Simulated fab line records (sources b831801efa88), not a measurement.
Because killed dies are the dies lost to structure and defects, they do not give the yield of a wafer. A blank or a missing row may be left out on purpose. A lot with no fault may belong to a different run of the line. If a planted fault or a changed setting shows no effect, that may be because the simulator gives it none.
A struck lot beside a sound one :: flow sky130 :: 15 steps out of a route of 708
Sound: these wafers, L778.1, L778.2, L778.3. Struck: wafers L789.2, L789.5, L789.6. The cause is given at the end.
Each step with rows lists, per side, the tool, then ch with its chambers, then its first start. Under that, the readings that differ: sound wafers :: struck wafers :: difference of the means :: sigmas: that difference in standard deviations of wafers without a fault.
alike: readings with means less than 2 such deviations apart, plus words and numbers identical on both sides. not compared: withheld readings, readings lacking a value on some wafer, bounds such as >300 that could conceal the same value, and numbers that have no deviation in the record and whose values overlap.
Wherever a step has rows on one side only, a row that says differs or no value, or a row with sigmas, the two part there. When numbers do not overlap yet have no deviation, they are printed without sigmas and do not part them. Lack of a reading on every wafer of one side parts them only where that side has two or more wafers.

first, 3 steps without rows for these wafers: SKY_SONOS_ONO_WET_ETCH_18 (etches Si3N4 in H3PO4, target depth 15 nm, time 172 s); SKY_GATE_OXIDE_CLEAN_00 (cleans in SC1/SC2, time 150 s); SKY_GATE_OXIDE_OXIDATION_01 (stabilise 600 s, purge 300 s, target thk 10.268 nm).
SKY_GATE_OXIDE_THK_MEAS_02:
  sound on film-metro-03 at day 13 22:43; struck on film-metro-03 at day 17 16:59
  alike: GATE_OXIDE_OXIDATION_00_THK
then, 7 steps without rows for these wafers: SKY_GATE_OXIDE_DEHYDRATE_03 (time 60 s); SKY_GATE_OXIDE_HMDS_04 (prime time 60 s); SKY_GATE_OXIDE_COAT_05 (resist thk 1140 nm); SKY_GATE_OXIDE_SOFTBAKE_06 (time 60 s); SKY_GATE_OXIDE_EXPOSE_07 (exposes mask LVOM, target cd 600 nm); SKY_GATE_OXIDE_PEB_08; SKY_GATE_OXIDE_DEVELOP_09 (develop time 60 s).
SKY_GATE_OXIDE_OVL_MEAS_10:
  sound on overlay-01 at day 15 00:58; struck on overlay-01 at day 18 23:16
reading: GATE_OXIDE_OVL (nm)
sound: 1.8 2.4 1.5
struck: -1.2 -1.6 -1.2
difference: -3.2
sigmas: -3
SKY_GATE_OXIDE_IMPLANT_11:
  sound on implanter-01 ch 0, day 15 01:01; struck on implanter-04 ch 0, day 18 23:20
reading: beam-energy-keV
sound: 9.9997 10.000 9.9980
struck: 10.919 10.922 10.915
difference: +0.919
sigmas: +99 or more

reading: dose-ions-cm2
sound: 2.606e+12 2.5978e+12 2.6044e+12
struck: 2.5976e+12 2.5937e+12 2.5982e+12
difference: -6.2333e+09
sigmas: -2

reading: model.implant.rp-nm (nm)
sound: 32.86 32.86 32.86
struck: 35.82 35.82 35.82
difference: +2.96
sigmas: 

reading: model.implant.drp-nm (nm)
sound: 17.11 17.11 17.11
struck: 18.2 18.2 18.2
difference: +1.1
sigmas: 
  alike: beam-on-s
then, 1 step without rows for these wafers: SKY_GATE_OXIDE_WET_ETCH_12 (etches SiO2 in dHF, target depth 16.8 nm, time 336 s).
-- a jump in the record: the struck wafers' starts before and after are 31 days apart (it breaks off in module GATE_OXIDE and resumes in module PAD_OPEN, where the first step shown is number 708 of the route) --
SKY_PAD_OPEN_PROBE_99:
  sound on prober-02 at day 46 21:05; struck on prober-01 at day 49 12:02
reading: model.etest.pfet_01v8_lvt.off-log10-a-um
sound: -8.83 -8.89 -8.866
struck: -8.614 -8.576 -8.681
difference: +0.238
sigmas: 

reading: model.etest.pfet_01v8_lvt.vt-long-v (V)
sound: -0.6501 -0.6429 -0.6492
struck: -0.6522 -0.652 -0.6538
difference: -0.0053
sigmas: 
  alike: killed_at_M0_to_M3, killed_at_M4_up, killed-at-contacts, killed-at-front-end, killed-at-other, killed-dies, killed-open, killed-short
  not compared: model.etest.pfet_01v8_lvt.vt-sat-v, model.etest.pfet_01v8_lvt.vt-v

== WHERE THEY PART ==
At SKY_GATE_OXIDE_OVL_MEAS_10 first; at SKY_GATE_OXIDE_IMPLANT_11 last (within this record only). Later steps at which nothing parts them and some readings are alike: SKY_PAD_OPEN_PROBE_99.

WHY: what the simulator had put in
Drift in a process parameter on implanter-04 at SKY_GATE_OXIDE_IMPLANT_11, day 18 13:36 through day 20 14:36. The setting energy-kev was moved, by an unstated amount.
